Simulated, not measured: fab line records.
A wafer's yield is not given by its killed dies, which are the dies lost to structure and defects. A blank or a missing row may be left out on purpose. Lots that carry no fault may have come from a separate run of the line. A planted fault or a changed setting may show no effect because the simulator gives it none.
Which tool did it? ; flow gf180mcu ; 6 lots with 18 wafers sampled at 4 steps, on a route of 602 steps

WHAT THE GAUGES SHOWED, per wafer
GF_V1_THK_MEAS_01.
lot;measured;on;V1_CVD_00_THK (nm)
L512;day 17 16:25;filmMetro-01;615 606 611
L515;day 18 16:40;filmMetro-04;589 595 588
L518;day 19 23:41;filmMetro-03;602 596 604
L528;day 24 04:58;filmMetro-01;1185 1196 1197
L532;day 24 22:46;filmMetro-04;607 612 597
L533;day 25 10:08;filmMetro-03;605 592 591

EACH LOT AND THE TOOL THAT RAN IT (in order: tool; ch and the chambers of the sampled wafers; start)
lot;GF_CONTACT_CVD_24;GF_M1_SPUTTER_00;GF_V1_CVD_00
L512;cvdW-02 ch 0,1, day 16 16:04;pvdSputter-02, day 16 16:39;hdpcvd-01 ch 0,2, day 17 16:19
L515;cvdW-02 ch 0,1, day 17 14:56;pvdSputter-02, day 17 15:31;hdpcvd-02 ch 0,1,2, day 18 16:35
L518;cvdW-02 ch 1, day 18 21:43;pvdSputter-01, day 18 22:18;hdpcvd-01 ch 0,1, day 19 23:37
L528;cvdW-02 ch 0,1, day 23 04:31;pvdSputter-03, day 23 05:08;hdpcvd-02 ch 0,1,2, day 24 04:40
L532;cvdW-01 ch 0,1, day 23 22:42;pvdSputter-02, day 23 23:17;hdpcvd-01 ch 0,1,2, day 24 22:42
L533;cvdW-01 ch 0,1, day 24 10:43;pvdSputter-03, day 24 11:18;hdpcvd-02 ch 0,1,2, day 25 10:04
- GF_CONTACT_CVD_24: deposits W, target thk 300 nm, time 90.339 s.
- GF_M1_SPUTTER_00: material Ti, target thk 37.5 nm, time 150 s.
- GF_V1_CVD_00: deposits SiO2, target thk 600 nm, time 100 s.

THE ANSWER, worked out from the rows above alone
Rule: the lots themselves supply what counts as usual. Put in order of their means at a reading, lots are off if they are a third of the lots or fewer, leave a main group of 4 or more, and stand apart from it by a gap of 3 or more times the standard deviation of the main group's means; of several such gaps the widest counts. A main group whose means are all the same, to the digits that the tables above print for the reading, isn't used. Also off: a lot with no number at a reading for which 4 or more lots have one. All remaining lots with rows at the step are treated as sound.
Off: L528, seen at GF_V1_THK_MEAS_01 (V1_CVD_00_THK). For the main group the mean is 601 nm and the standard deviation 7.
If a tool, at a process step before that reading, ran all the lots that are off and no sound lot after the first of them, it fits. Those tools and the gauges at GF_V1_THK_MEAS_01 are tried in the same way. Can't be told from this: 2 tools fit, cvdW-02 at GF_CONTACT_CVD_24, filmMetro-01 at GF_V1_THK_MEAS_01.

WHAT THE SIMULATOR PUT IN
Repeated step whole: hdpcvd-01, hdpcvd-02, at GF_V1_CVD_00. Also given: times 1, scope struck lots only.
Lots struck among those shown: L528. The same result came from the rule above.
